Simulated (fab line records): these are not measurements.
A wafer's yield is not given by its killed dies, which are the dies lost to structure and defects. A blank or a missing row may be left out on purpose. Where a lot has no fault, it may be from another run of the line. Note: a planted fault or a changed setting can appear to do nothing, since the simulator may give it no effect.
Which tool did it?    flow sky130    12 lots with 36 wafers sampled at 4 steps, on a route of 708 steps

## WHAT THE GAUGES READ, wafer by wafer
SKY_LDD_P_TW_MEAS_11.
lot   measured      on             LDD_P_TW
L243  day 18 13:20  film metro-01  625 626 619
L244  day 19 01:46  film metro-01  626 626 624
L245  day 19 16:38  film metro-02  625 629 625
L247  day 20 12:40  film metro-02  627 628 628
L250  day 21 16:21  film metro-04  648 647 647
L251  day 21 18:19  film metro-04  646 645 649
L252  day 22 01:25  film metro-04  649 651 650
L256  day 23 15:05  film metro-04  651 650 651
L259  day 25 01:52  film metro-04  646 653 652
L260  day 25 05:10  film metro-02  714 716 716
L261  day 25 07:43  film metro-04  741 748 745
L266  day 27 08:38  film metro-01  625 628 623

SKY_VIA3_CD_MEAS_12: target cd 200 nm.
lot   measured      on         cd nm (nm)
L243  day 39 03:40  cd sem-02  200.1 201.2 200.6
L244  day 39 15:53  cd sem-02  199.1 199.0 199.2
L245  day 40 02:51  cd sem-02  200.7 200.9 201.6
L247  day 40 19:55  cd sem-02  196.5 197.5 197.5
L250  day 41 16:08  cd sem-02  200.9 200.9 201.0
L251  day 41 17:43  cd sem-02  199.4 199.4 199.5
L252  day 41 23:05  cd sem-01  199.2 200.6 200.9
L256  day 43 03:19  cd sem-01  200.1 201.4 201.2
L259  day 44 07:16  cd sem-02  199.5 200.4 200.3
L260  day 44 09:52  cd sem-01  200.3 200.2 199.3
L261  day 44 12:04  cd sem-01  197.7 197.9 198.9
L266  day 46 00:20  cd sem-01  200.2 198.9 200.9

## WHAT TOOL EACH LOT RAN ON (gives the tool, then ch and the chambers of the sampled wafers, and finally the start)
lot   SKY_LDD_P_IMPLANT_09             SKY_VIA2_STRIP_16
L243  implanter-03 ch 0, day 18 13:05  plasma asher-04 ch 0,1, day 35 20:29
L244  implanter-02 ch 0, day 19 01:31  plasma asher-03 ch 0, day 36 07:57
L245  implanter-02 ch 0, day 19 16:25  plasma asher-03 ch 0,1, day 36 20:23
L247  implanter-02 ch 0, day 20 12:26  plasma asher-02 ch 0,1, day 37 11:56
L250  implanter-04 ch 0, day 21 16:06  plasma asher-03 ch 0,1, day 38 11:39
L251  implanter-04 ch 0, day 21 18:04  plasma asher-02 ch 0,1, day 38 13:35
L252  implanter-02 ch 0, day 22 01:10  plasma asher-02 ch 0,1, day 38 16:54
L256  implanter-02 ch 0, day 23 14:52  plasma asher-04 ch 0,1, day 39 23:20
L259  implanter-03 ch 0, day 25 01:37  plasma asher-02 ch 0,1, day 41 06:03
L260  implanter-04 ch 0, day 25 04:55  plasma asher-03 ch 0,1, day 41 08:03
L261  implanter-04 ch 0, day 25 07:28  plasma asher-03 ch 0,1, day 41 11:18
L266  implanter-02 ch 0, day 27 08:23  plasma asher-02 ch 0,1, day 43 02:33
- SKY_LDD_P_IMPLANT_09
- SKY_VIA2_STRIP_16: strips in O2/N2.

## AS READ BY THE TOOLS THEMSELVES (means over the sampled wafers that have a number; for cases with no such wafer, the mark the record gives instead)
SKY_LDD_P_IMPLANT_09.
lot   tool          dose ions cm2  end station pressure torr (Torr)  faraday current uA
L243  implanter-03  1e+13          4.91e-06                          56.0
L244  implanter-02  1e+13          5.04e-06                          56.6
L245  implanter-02  1e+13          5.20e-06                          57.3
L247  implanter-02  1e+13          5.05e-06                          56.5
L250  implanter-04  1e+13          4.86e-06                          56.2
L251  implanter-04  1e+13          5.21e-06                          55.2
L252  implanter-02  1e+13          5.07e-06                          56.4
L256  implanter-02  1e+13          5.10e-06                          56.4
L259  implanter-03  1e+13          5.26e-06                          57.1
L260  implanter-04  2e+13          5.07e-06                          86.7
L261  implanter-04  2e+13          4.94e-06                          87.3
L266  implanter-02  1e+13          5.14e-06                          55.9

SKY_VIA2_STRIP_16.
lot   tool             drypump motor current A (A)  oes product au (a.u.)  strip time to endpoint s (s)
L243  plasma asher-04  5.05                         0.402                  4.075
L244  plasma asher-03  5.52                         0.394                  4.008
L245  plasma asher-03  5.66                         0.396                  4.052
L247  plasma asher-02  5.65                         0.396                  4.030
L250  plasma asher-03  5.77                         0.400                  4.062
L251  plasma asher-02  5.66                         0.397                  4.007
L252  plasma asher-02  5.66                         0.400                  4.023
L256  plasma asher-04  5.07                         0.397                  4.029
L259  plasma asher-02  5.63                         0.395                  4.039
L260  plasma asher-03  5.78                         0.398                  4.047
L261  plasma asher-03  5.79                         0.399                  4.040
L266  plasma asher-02  5.62                         0.395                  4.060

## THE ANSWER, worked out from the rows above alone
Rule: the lots themselves supply what counts as usual. The widest of any qualifying gaps counts: lots, ordered by their means at a reading, are off when they make up no more than a third of the lots, leave a main group of 4 or more, and stand apart from it by 3 or more times the standard deviation of that group's means. The tables above print the reading to a certain number of digits; a main group whose means all agree to those digits is not used. A lot without any number at a reading at which 4 lots or more have one is off too. Any other lot the step has rows for is counted as sound. First the gauges in route order, then the tools' own readings, where a lot's mean is used as printed above. The first step at which some lot is off is used, and at that step the reading that is off furthest; a lot without a number counts as furthest.
Off: L260, L261, seen at SKY_LDD_P_TW_MEAS_11 (LDD_P_TW). Mean 637 and standard deviation 12 in the main group.
If a tool, at a process step before that reading, ran all the lots that are off and no sound lot after the first of them, it fits. Not tried: the gauges at SKY_LDD_P_TW_MEAS_11; whatever is off there is also off at SKY_LDD_P_IMPLANT_09, on other tools, and gauge error can't account for it. One fits: SKY_LDD_P_IMPLANT_09 on implanter-04. Its last sound lot is L251 (day 21 18:04), its first lot that is off L260 (day 25 04:55): a fault that began between those two fits.
The tool's own readings at SKY_LDD_P_IMPLANT_09 bear it out: on the lots that are off they differ by more than 5 times the standard deviation of the sound lots' means. dose ions cm2 reads 2e+13 there against 1e+13 on the sound lots; faraday current uA reads 87.0 there against 56.4 on the sound lots.

## WHAT THE SIMULATOR HAD PUT IN
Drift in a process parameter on implanter-04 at SKY_LDD_P_IMPLANT_09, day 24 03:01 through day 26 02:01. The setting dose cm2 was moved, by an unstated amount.
Struck lots among those shown: L260, L261. The same result came from the rule above.
